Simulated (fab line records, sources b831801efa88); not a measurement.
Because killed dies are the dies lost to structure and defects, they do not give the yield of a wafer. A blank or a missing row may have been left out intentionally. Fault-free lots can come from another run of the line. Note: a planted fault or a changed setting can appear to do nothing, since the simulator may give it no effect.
Struck lot and sound lot, side by side | flow sky130 | 16 steps out of a route of 708
Sound: these wafers, L314.3, L314.5, L314.6. Wafers struck: L321.4, L321.6. At the end, the cause is stated.
For every step that has rows: the tool of each side, followed by ch and its chambers, followed by its first start. Under that, the readings that differ: sound wafers | struck wafers | difference of the means | sigmas: that difference in standard deviations of wafers without a fault.
alike: same words and numbers on both sides, and readings whose means sit less than 2 such deviations apart. not compared: any withheld reading, any reading some wafer has no value for, any bound like >300 that may hide the same value, and any number with overlapping values for which the record gives no deviation.
The two part at a step that has a row with sigmas, a row that says differs or no value, or rows on one side only. Numbers that have no deviation but don't overlap get no sigmas and don't part them. A reading missing from all wafers of one side parts the sides only when that side holds two or more wafers.

SKY_FIELD_ISO_THK_MEAS_02:
  sound on film metro-03, day 3 18:39; struck on film metro-04, day 5 09:59
  alike: FIELD_ISO_OXIDATION_00_THK
then, 1 step without rows for these wafers: SKY_FIELD_ISO_CVD_03 (deposits Si3N4 from DCS/NH3, target thk 165 nm, time 2830 s).
SKY_FIELD_ISO_THK_MEAS_04:
  sound on film metro-03, day 3 20:50; struck on film metro-04, day 5 12:49
  alike: FIELD_ISO_CVD_03_THK
then, 8 steps without rows for these wafers: SKY_FIELD_ISO_DEHYDRATE_05 (time 60 s); SKY_FIELD_ISO_HMDS_06 (prime time 60 s); SKY_FIELD_ISO_COAT_07 (resist thk 60 nm); SKY_FIELD_ISO_COAT_08 (resist thk 450 nm); SKY_FIELD_ISO_SOFTBAKE_09 (time 90 s); SKY_FIELD_ISO_EXPOSE_10 (exposes mask FOM, target cd 150 nm); SKY_FIELD_ISO_PEB_11; SKY_FIELD_ISO_DEVELOP_12 (develop time 60 s).
SKY_FIELD_ISO_CD_MEAS_13 targets a cd of 150 nm.
  sound on cd sem-02, day 4 13:07; struck on cd sem-02, day 6 05:57
  alike: cd nm
SKY_FIELD_ISO_ETCH_14: etches BARC in N2/H2, stops on SiO2, time 45.9 s, target depth 60 nm.
  sound on rie diel-03 ch 0,3, day 4 13:11; struck on rie diel-04 ch 1,2, day 6 06:01
  reading                                          | sound             | struck      | difference | sigmas
  oes product au (a.u.)                            | 0.851 0.853 0.853 | 0.925 0.923 | +0.072     | +15
  run length s (s)                                 | 74.0 74.4 74.0    | 69.8 69.4   | -4.5       | -13
  model.KrF-thick_of_FIELD_ISO_COAT_08.thk nm (nm) | 391.4 392.2 391.2 | 397 396.4   | +5         |
  alike: drypump motor current A, throttle valve pct
  not compared: rf hours counter h
SKY_FIELD_ISO_ETCH_15: etches the open film in CHF3/O2, stops on Si, target depth 180 nm, time 72 s.
  sound on rie diel-03 ch 0,3, day 4 13:14; struck on rie diel-04 ch 1,2, day 6 06:03
  reading                                          | sound             | struck      | difference | sigmas
  model.KrF-thick_of_FIELD_ISO_COAT_08.thk nm (nm) | 237.8 238.8 236.8 | 242.3 241.5 | +4.1       |
  alike: drypump motor current A, oes product au, run length s, throttle valve pct
  not compared: rf hours counter h
SKY_FIELD_ISO_STRIP_16: strips in O2/N2.
  sound on plasma asher-02 ch 0,1, day 4 13:20; struck on plasma asher-04 ch 0, day 6 06:08
  alike: drypump motor current A, oes product au, strip time to endpoint s
  not compared: rf hours counter h
then, 1 step without rows for these wafers: SKY_PAD_OPEN_PROBE_99.

## WHERE THEY PART
Only at SKY_FIELD_ISO_ETCH_14, as far as this record shows. Later steps at which nothing parts them and some readings are alike: SKY_FIELD_ISO_ETCH_15, SKY_FIELD_ISO_STRIP_16.

WHY: the cause the simulator had injected
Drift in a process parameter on rie diel-04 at SKY_FIELD_ISO_ETCH_14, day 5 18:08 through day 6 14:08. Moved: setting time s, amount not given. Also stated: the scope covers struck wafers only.
